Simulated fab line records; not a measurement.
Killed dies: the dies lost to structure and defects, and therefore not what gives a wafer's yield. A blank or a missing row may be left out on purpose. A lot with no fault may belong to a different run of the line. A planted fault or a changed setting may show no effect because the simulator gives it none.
8D (eight disciplines) problem report, filled in by code | flow sky130 | the parts of the form that need people (team, actions taken, sign-off) are left out

1. THE PROBLEM
Across 9 wafers from 3 lots, GATE_OXIDE_OXIDATION_00_THK at SKY_GATE_OXIDE_THK_MEAS_02 averages 9.16 nm, while fault-free wafers read 10.29 nm with a standard deviation of 0.21. That is -5.4 standard deviations from the usual mean.
First observed at day 14 22:06: wafer L387.2, on film-metro-02. The record holds 33 wafers of 11 lots with a number at this step. Rule for "out", or "out of limits": more than 4 standard deviations from the usual mean. The other wafers with a number count as sound.

2. WHAT IT IS; WHAT IT IS NOT
question                    | is                                          | is not
which readings at this step | GATE_OXIDE_OXIDATION_00_THK                 | -
which lots                  | L387, L388, L389                            | L381, L386, L396, L397, L399, L400, L401, L402
which wafers of those lots  | all that have a number                      | -
read on which gauges        | film-metro-02, film-metro-03, film-metro-04 | -
when                        | from day 14 22:06                           | up to then (6 sound wafers); but 18 sound wafers of L396, L397, L399, L400, L401, L402 came after

3. THE SUSPECTS, EACH WITH WHAT RULES IT OUT
Counting: a tool stays on the suspect list if, at a process step up to the reading, it processed all lots that are out and no sound lot following the first of them.
- the gauge at SKY_GATE_OXIDE_THK_MEAS_02 is ruled out. The wafers that are out were read on 3 gauges (film-metro-02, film-metro-03, film-metro-04).
- furnace-02 at SKY_GATE_OXIDE_OXIDATION_01 (stabilise 600 s, purge 300 s, target thk 10.268 nm): ruled out as a lasting fault. The sound lots L396, L397, L400, L401, L402 went through it after L387, its earliest lot that is out (day 14 20:41).
Left after counting: nothing in the record.

4. THE CAUSE (what the simulator had put in)
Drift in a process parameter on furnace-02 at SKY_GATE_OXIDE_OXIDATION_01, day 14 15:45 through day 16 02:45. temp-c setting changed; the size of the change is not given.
Counting ruled it out, wrongly: the rule takes a fault to strike every lot that its tool runs from its start on, and this one did not.

5. SEQUENCE OF EFFECTS, ordered by route
Each row: a reading whose mean over the struck wafers that have a number lies more than 3 standard deviations from the usual. Only readings for which the record gives a usual standard deviation are gone through. hours: the time from each lot's start at the first step in this table that gives one to its start at this step, as a median over the lots. sigmas: the change in usual standard deviations.
hours | step                        | reading                     | usual    | on struck wafers | change | sigmas
0     | SKY_GATE_OXIDE_OXIDATION_01 | spike-tc-bottom-C           | 918.9 C  | 906.2            | -12.7  | -7.5
0     | SKY_GATE_OXIDE_OXIDATION_01 | spike-tc-centre-C           | 900.2 C  | 889.3            | -10.9  | -11
0     | SKY_GATE_OXIDE_OXIDATION_01 | spike-tc-lower-C            | 900.8 C  | 889.1            | -11.7  | -12
0     | SKY_GATE_OXIDE_OXIDATION_01 | spike-tc-top-C              | 910.6 C  | 897.9            | -12.7  | -7.9
0     | SKY_GATE_OXIDE_OXIDATION_01 | spike-tc-upper-C            | 899.3 C  | 887.0            | -12.3  | -12
1     | SKY_GATE_OXIDE_THK_MEAS_02  | GATE_OXIDE_OXIDATION_00_THK | 10.29 nm | 9.16             | -1.13  | -5.4
The process steps in it:
- SKY_GATE_OXIDE_OXIDATION_01: stabilise 600 s, purge 300 s, target thk 10.268 nm.
Later steps that measure or inspect, where all struck wafers having a row at the step show a number for every such reading and not one has moved that far: SKY_SD_N_CD_MEAS_07.

6. WHAT WOULD HAVE CAUGHT IT SOONER
Counted from the fault's start at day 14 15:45, it took 6 hours until the first out-of-limits reading at a measuring or inspecting step in this record, taken at day 14 22:06.
At SKY_GATE_OXIDE_OXIDATION_01, the tool's own readings (spike-tc-bottom-C, spike-tc-centre-C, spike-tc-lower-C, spike-tc-top-C, spike-tc-upper-C) were out on each struck wafer the step has a row for, so an alarm limit on them would have fired on the first such wafer.
